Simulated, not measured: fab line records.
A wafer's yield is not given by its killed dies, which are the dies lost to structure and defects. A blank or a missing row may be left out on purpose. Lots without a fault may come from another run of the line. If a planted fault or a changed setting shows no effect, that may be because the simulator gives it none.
fab line records	flow sky130
[record] lots = 13	wafers = 39	last_day = 49
route steps=708 shown POLY_GATE@228 POLY_CUT@312
lots untouched by any fault: they come from a run of this same line in which no faults occurred
start_h: hours from the record's opening day to when the first of the lot's shown wafers began	wait_h: time in hours since the lot's previous step	" same as the row above	L1.1+2: one row covering several wafers at once	- no value, or no start given	* or withheld: withheld	< > ~ a bound
route shown NAME@n: a module of which the file shows steps, and the number in the route of the first	usual: mean/standard deviation taken from wafers without a fault	same: alike in all rows	chamber/n: place in a boat	sites: the reading at each site	_std_site: the standard deviation of these	_edge_site: inner sites' mean taken away from outer sites' mean	radius_mm: for every site, how far away it sits from the centre of the wafer	mask NAME#n: copy n	behind: the last tool/chamber to shape the wafer	hold: what put the lot on hold/how long, in hours/how the hold closed	device: names the non-switching transistor (n, p or np)	end of line: the route-end tests of the same wafers	a step with no rows: only its recipe	killed: the dies lost at the first sort to structure and to defects; this is not the yield of the wafer	map: dies across one wafer; x = killed, . = not, _ = none there
set.NAME: the setting that was run; set.NAME@STEP: the one run at that earlier step	model.NAME: the simulator's own value behind a step, which no gauge read
one table for each step of the route and one row for each wafer, over a sample of lots
services: when a tool's chamber went out of use (start_h, in hours from the record's first day, below 0 if earlier), for how many hours, and the reason
[[steps]]
[step SKY_POLY_GATE_OVL_MEAS_14]
[usual] POLY_GATE_OVL = 3/6.1
lot.wafer	tool	chamber	start_h	wait_h	POLY_GATE_OVL[nm]
L401.1	overlay-02	-	379.55	0.1	16
L401.2	"	-	"	"	12
L401.3	"	-	"	"	5
L403.1	overlay-02	-	403.68	0.1	-1
L403.3	"	-	"	"	-6
L403.6	"	-	"	"	-1
L404.4	overlay-01	-	410.85	0.1	1
L404.5	"	-	"	"	5
L404.6	"	-	"	"	-1
L407.3	overlay-02	-	448.54	0.1	0
L407.4	"	-	"	"	9
L407.5	"	-	"	"	-4
L408.2	overlay-01	-	448.71	0.1	4
L408.3	"	-	"	"	0
L408.4	"	-	"	"	11
L409.4	overlay-01	-	463.40	0.1	11
L409.5	"	-	"	"	1
L409.6	"	-	"	"	8
L410.3	overlay-02	-	464.52	0.1	3
L410.4	"	-	"	"	8
L410.5	"	-	"	"	0
L411.2	overlay-01	-	492.84	0.1	0
L411.3	"	-	"	"	0
L411.4	"	-	"	"	-2
L412.3	overlay-01	-	494.74	0.1	-9
L412.5	"	-	"	"	-7
L412.6	"	-	"	"	-3
L413.3	overlay-01	-	502.50	0.1	7
L413.4	"	-	"	"	5
L413.6	"	-	"	"	-1
L414.1	overlay-01	-	504.08	0.1	2
L414.2	"	-	"	"	4
L414.4	"	-	"	"	6
L418.1	overlay-02	-	519.10	0.1	-8
L418.5	"	-	"	"	3
L418.6	"	-	"	"	4
L420.1	overlay-01	-	540.53	0.1	-6
L420.3	"	-	"	"	-1
L420.6	"	-	"	"	1
[step SKY_POLY_GATE_ETCH_15]
[recipe] chemistry = N2/H2	target = BARC	ion_energy_ev = 200	source_w = 500	bias_w = 100	pressure_mtorr = 30	n2_flow_sccm = 100	h2_flow_sccm = 200	stop_on = SiO2	time_s = 118.5	target_depth_a = 1100
[usual] drypump_motor_current_A = 5.7/0.59	oes_product_au = 0.716/0.0046	throttle_valve_pct = 13.212/0.0089
lot.wafer	tool	chamber	start_h	wait_h	drypump_motor_current_A	oes_product_au	rf_hours_counter_h	throttle_valve_pct
L401.1	rie_diel-01	2	379.59	0.0	6.7	0.717	94	13.199
L401.2	"	1	"	"	4.8	0.710	59	13.209
L401.3	"	0	"	"	5.6	0.719	92	13.198
L403.1	rie_diel-02	3	403.72	0.0	5.7	0.717	43	13.209
L403.3	"	1	"	"	5.9	0.709	125	13.214
L403.6	"	1	"	"	5.9	0.713	-	13.209
L404.4	rie_diel-02	2	410.91	0.1	5.0	0.725	-	13.205
L404.5	"	3	"	"	5.7	0.719	-	13.214
L404.6	"	1	"	"	6.0	0.720	-	13.215
L407.3	rie_diel-02	2	448.57	0.0	5.0	0.716	11	13.208
L407.4	"	3	"	"	5.7	0.718	-	13.207
L407.5	"	0	"	"	6.6	0.715	-	13.220
L408.2	rie_diel-03	2	448.74	0.0	5.6	0.713	5	13.220
L408.3	"	1	"	"	5.7	0.724	36	13.217
L408.4	"	3	"	"	5.5	0.717	17	13.197
L409.4	rie_diel-03	3	463.46	0.1	5.6	0.722	-	13.215
L409.5	"	2	"	"	5.5	0.719	-	13.235
L409.6	"	3	"	"	5.6	0.717	-	13.216
L410.3	rie_diel-01	2	464.54	0.0	6.7	0.714	96	13.201
L410.4	"	3	"	"	5.3	0.715	61	13.227
L410.5	"	3	"	"	5.2	0.712	-	13.215
L411.2	rie_diel-03	3	492.87	0.0	5.6	0.717	19	13.211
L411.3	"	0	"	"	6.7	0.710	7	13.208
L411.4	"	1	"	"	5.8	0.719	36	13.214
L412.3	rie_diel-02	1	494.77	0.0	6.0	0.716	0	13.209
L412.5	"	3	"	"	5.8	0.718	-	13.223
L412.6	"	0	"	"	6.5	0.713	-	13.226
L413.3	rie_diel-01	2	502.52	0.0	6.7	0.722	0	13.214
L413.4	"	1	"	"	4.8	0.708	-	13.202
L413.6	"	2	"	"	6.7	0.716	-	13.205
L414.1	rie_diel-01	3	504.12	0.0	5.3	0.721	62	13.217
L414.2	"	2	"	"	6.7	0.715	0	13.209
L414.4	"	3	"	"	5.2	0.713	-	13.223
L418.1	rie_diel-03	1	519.14	0.0	5.8	0.714	37	13.203
L418.5	"	2	"	"	5.6	0.719	-	13.225
L418.6	"	1	"	"	5.7	0.716	-	13.206
L420.1	rie_diel-03	2	540.57	0.0	5.5	0.717	7	13.214
L420.3	"	0	"	"	6.8	0.718	8	13.210
L420.6	"	2	"	"	5.5	0.712	-	13.222
[step SKY_POLY_GATE_CD_MEAS_22]
[usual] cd_nm = 149.9/2.2
lot.wafer	tool	chamber	start_h	wait_h	cd_nm
L401.1	cd_sem-02	-	382.54	0.1	146.8
L401.2	"	-	"	"	147.5
L401.3	"	-	"	"	147.1
L403.1	cd_sem-01	-	407.60	0.1	151.4
L403.3	"	-	"	"	150.9
L403.6	"	-	"	"	151.2
L404.4	cd_sem-01	-	413.07	0.1	149.6
L404.5	"	-	"	"	150.5
L404.6	"	-	"	"	150.0
L407.3	cd_sem-02	-	450.32	0.1	150.1
L407.4	"	-	"	"	151.8
L407.5	"	-	"	"	149.9
L408.2	cd_sem-02	-	451.55	0.1	154.6
L408.3	"	-	"	"	152.8
L408.4	"	-	"	"	154.5
L409.4	cd_sem-02	-	465.29	0.1	150.1
L409.5	"	-	"	"	150.3
L409.6	"	-	"	"	151.1
L410.3	cd_sem-01	-	466.51	0.1	147.8
L410.4	"	-	"	"	145.6
L410.5	"	-	"	"	148.7
L411.2	cd_sem-01	-	494.59	0.1	154.5
L411.3	"	-	"	"	149.6
L411.4	"	-	"	"	153.4
L412.3	cd_sem-01	-	496.52	0.1	146.1
L412.5	"	-	"	"	150.1
L412.6	"	-	"	"	149.3
L414.1	cd_sem-02	-	505.87	0.1	147.3
L414.2	"	-	"	"	150.0
L414.4	"	-	"	"	149.0
L413.3	cd_sem-01	-	505.93	0.1	150.6
L413.4	"	-	"	"	151.2
L413.6	"	-	"	"	149.7
L418.1	cd_sem-02	-	520.84	0.1	150.0
L418.5	"	-	"	"	149.7
L418.6	"	-	"	"	147.8
L420.1	cd_sem-01	-	542.27	0.1	152.3
L420.3	"	-	"	"	149.7
L420.6	"	-	"	"	150.9
[step SKY_POLY_CUT_EXPOSE_05]
[recipe] mask_id = NPCM	na = 0.8	source_shape = annular	sigma_inner = 0.55	sigma_outer = 0.85	target_cd_nm = 270	dose_mj = 32
[same] na = 0.8
lot.wafer	tool	chamber	start_h	wait_h	mask
L401.1+2+3	krf_scanner-02	0	553.26	-	NPCM#0
L403.1+3+6	krf_scanner-02	0	576.33	-	NPCM#0
L404.4+5+6	krf_scanner-01	0	583.07	-	NPCM#0
L407.3+4+5	krf_scanner-01	0	620.75	-	NPCM#0
L408.2+3+4	krf_scanner-01	0	622.80	-	NPCM#0
L409.4+5+6	krf_scanner-02	0	633.92	-	NPCM#0
L410.3+4+5	krf_scanner-02	0	634.77	-	NPCM#0
L411.2+3+4	krf_scanner-02	0	659.13	-	NPCM#0
L412.3+5+6	krf_scanner-02	0	660.25	-	NPCM#0
L413.3+4+6	krf_scanner-02	0	670.62	-	NPCM#0
L414.1+2+4	krf_scanner-01	0	672.36	-	NPCM#0
L418.1+5+6	krf_scanner-01	0	684.31	-	NPCM#0
L420.1+3+6	krf_scanner-01	0	708.06	-	NPCM#0
[step SKY_POLY_CUT_CD_MEAS_08]
[recipe] target_cd_nm = 270
[usual] cd_nm = 269.8/1.3
lot.wafer	tool	chamber	start_h	wait_h	cd_nm
L401.1	cd_sem-01	-	567.63	-	268.3
L401.2	"	-	"	"	270.7
L401.3	"	-	"	"	269.3
L403.1	cd_sem-01	-	591.51	-	270.7
L403.3	"	-	"	"	269.7
L403.6	"	-	"	"	268.0
L404.4	cd_sem-01	-	597.94	-	270.9
L404.5	"	-	"	"	271.0
L404.6	"	-	"	"	271.3
L407.3	cd_sem-01	-	634.89	-	270.5
L407.4	"	-	"	"	269.4
L407.5	"	-	"	"	269.4
L408.2	cd_sem-01	-	636.77	-	272.3
L408.3	"	-	"	"	271.9
L408.4	"	-	"	"	271.9
L409.4	cd_sem-02	-	648.29	-	271.4
L409.5	"	-	"	"	272.6
L409.6	"	-	"	"	271.4
L410.3	cd_sem-01	-	648.97	-	269.5
L410.4	"	-	"	"	269.6
L410.5	"	-	"	"	269.7
L411.2	cd_sem-01	-	673.45	-	270.1
L411.3	"	-	"	"	269.3
L411.4	"	-	"	"	269.4
L412.3	cd_sem-02	-	674.62	-	271.8
L412.5	"	-	"	"	270.7
L412.6	"	-	"	"	270.6
L413.3	cd_sem-01	-	684.57	-	270.3
L413.4	"	-	"	"	269.7
L413.6	"	-	"	"	269.6
L414.1	cd_sem-01	-	686.43	-	270.2
L414.2	"	-	"	"	270.4
L414.4	"	-	"	"	269.7
L418.1	cd_sem-01	-	697.83	-	268.6
L418.5	"	-	"	"	248.2
L418.6	"	-	"	"	269.6
L420.1	cd_sem-01	-	720.85	-	268.5
L420.3	"	-	"	"	248.2
L420.6	"	-	"	"	270.0
[[services]]
tool	chamber	start_h	hours	kind
rie_diel-03	-	367.03	10.0	pm
krf_scanner-02	-	375.08	1.3	pm
rie_diel-03	1	395.81	3.9	repair
krf_scanner-02	-	398.99	0.8	pm
krf_scanner-01	-	401.00	1.3	pm
rie_diel-03	-	432.50	0.6	repair
krf_scanner-01	-	452.71	1.3	repair
rie_diel-03	0	455.10	12.0	repair
rie_diel-03	1	459.31	16.7	repair
krf_scanner-01	-	471.81	1.0	pm
rie_diel-03	3	478.80	2.5	repair
krf_scanner-01	-	498.87	0.8	pm
krf_scanner-02	-	503.08	1.0	pm
krf_scanner-02	-	517.54	4.4	pm
krf_scanner-01	-	534.71	7.2	pm
krf_scanner-02	-	550.98	1.3	pm
krf_scanner-02	-	567.79	0.8	pm
krf_scanner-01	-	576.97	1.3	pm
rie_diel-03	3	603.94	3.5	repair
rie_diel-03	-	624.24	2.8	pm
krf_scanner-01	-	632.96	0.7	repair
krf_scanner-01	-	640.81	1.0	pm
krf_scanner-01	-	667.67	0.8	pm
krf_scanner-02	-	672.08	1.0	pm
[[key]]
[first_sign] step = SKY_POLY_CUT_CD_MEAS_08	reading = cd_nm	direction = down	sigmas = 17	usual = 269.8	struck = 248.2
effect none on later readings
met_at SKY_POLY_CUT_EXPOSE_05
struck_lots L418,L420
struck_wafers L418.5,L420.3
tester_left_out L418,L420
not_acting_at SKY_POLY_GATE_OVL_MEAS_14,SKY_POLY_GATE_ETCH_15,SKY_POLY_GATE_CD_MEAS_22
onset_between 672.36 684.31
[fault] kind = process_parameter_drift	tool = krf_scanner-01	chamber = -	onset_h = 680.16	steps = SKY_POLY_CUT_EXPOSE_05	channel = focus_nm	offset = 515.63	shape = step	end_h = 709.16	scope = struck_wafers_only
// tester_left_out: of these lots the tester's yield and bins aren't shown, on N5 and GAA mostly nor the transistor test; their killed dies are dies lost to structure and defects alone, not to doping, threshold or leakage, so they don't give the yield
